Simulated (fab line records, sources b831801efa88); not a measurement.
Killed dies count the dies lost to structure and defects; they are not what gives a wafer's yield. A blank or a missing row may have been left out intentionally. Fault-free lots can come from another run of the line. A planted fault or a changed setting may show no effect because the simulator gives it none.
Which tool did it? + flow gf180mcu + 14 lots, 42 wafers sampled, at 2 steps of a route of 602

## WHAT EACH GAUGE READ, for each wafer
GF_VT_IMPLANT_OVL_MEAS_29.
| lot  | measured     | on         | VT_IMPLANT_02_OVL (nm) |
|------|--------------|------------|------------------------|
| L865 | day 6 23:25  | overlay-02 | -1.3 0.7 -2.5          |
| L866 | day 7 04:28  | overlay-01 | 1.8 0.2 1.8            |
| L867 | day 7 08:19  | overlay-01 | 0.4 2.9 1.7            |
| L870 | day 8 11:44  | overlay-02 | 1.0 0.3 2.7            |
| L872 | day 8 22:10  | overlay-02 | -2.1 -1.8 -1.1         |
| L877 | day 10 09:11 | overlay-01 | 0.7 1.7 3.2            |
| L879 | day 10 18:34 | overlay-02 | -0.9 -1.2 -0.3         |
| L880 | day 11 00:38 | overlay-02 | 2.4 0.7 0.8            |
| L881 | day 11 07:11 | overlay-01 | 0.4 -1.2 1.1           |
| L882 | day 11 12:31 | overlay-02 | -0.7 0.2 -1.9          |
| L885 | day 12 09:03 | overlay-02 | 2.2 1.2 -0.9           |
| L886 | day 12 18:11 | overlay-01 | 4.6 3.6 2.1            |
| L887 | day 13 00:22 | overlay-02 | -0.3 -0.3 -1.0         |
| L888 | day 13 04:59 | overlay-01 | 2.9 -1.1 -1.3          |

GF_DUAL_GATE_OVL_MEAS_11.
| lot  | measured     | on         | DUAL_GATE_OVL (nm) |
|------|--------------|------------|--------------------|
| L865 | day 8 09:42  | overlay-01 | -0.2 0.4 -0.4      |
| L866 | day 8 16:16  | overlay-01 | -1.1 -1.0 -0.2     |
| L867 | day 8 19:37  | overlay-02 | -1.5 -0.8 0.7      |
| L870 | day 10 01:06 | overlay-01 | 1.0 -1.4 1.2       |
| L872 | day 10 11:48 | overlay-01 | -0.5 -0.7 -1.0     |
| L877 | day 12 00:23 | overlay-02 | -3.2 -3.4 -1.2     |
| L879 | day 12 11:46 | overlay-01 | -1.8 -1.6 -0.1     |
| L880 | day 12 18:22 | overlay-02 | -0.8 -2.8 -1.5     |
| L881 | day 13 00:41 | overlay-02 | 1.8 1.7 0.1        |
| L882 | day 13 06:34 | overlay-01 | -0.3 1.1 -0.6      |
| L885 | day 14 04:24 | overlay-02 | -2.9 -1.3 -1.8     |
| L886 | day 14 14:38 | overlay-02 | 1.2 -0.4 -0.5      |
| L887 | day 14 21:00 | overlay-01 | -0.8 -0.1 2.3      |
| L888 | day 15 01:45 | overlay-02 | -0.3 -1.3 0.4      |

## EACH LOT AND THE TOOL THAT RAN IT (in order: tool; ch and the chambers of the sampled wafers; start)
There is no process step in the record ahead of these readings.

## WHAT THE TOOLS THEMSELVES READ (means of the sampled wafers that have a number; where no wafer has one, the mark that the record gives instead)
The record holds no such reading with a usual standard deviation.

## THE ANSWER, worked out from the rows above alone
Rule: usual is defined by the lots themselves. Put in order of their means at a reading, lots are off if they are a third of the lots or fewer, leave a main group of 4 or more, and stand apart from it by a gap of 3 or more times the standard deviation of the main group's means; of several such gaps the widest counts. A main group whose means are all the same, to the digits that the tables above print for the reading, isn't used. Also off: a lot with no number at a reading for which 4 or more lots have one. Where the step has rows for the other lots, those lots are counted as sound. After the gauges, taken in route order, come the tools' own readings; for these a lot's mean is taken, as printed above. At the first step where some lot is off, the reading lying furthest off is the one used; lots without a number count as furthest.
No lot is off at any reading shown: from this, nothing can be told.

## WHAT HAD BEEN PUT IN BY THE SIMULATOR
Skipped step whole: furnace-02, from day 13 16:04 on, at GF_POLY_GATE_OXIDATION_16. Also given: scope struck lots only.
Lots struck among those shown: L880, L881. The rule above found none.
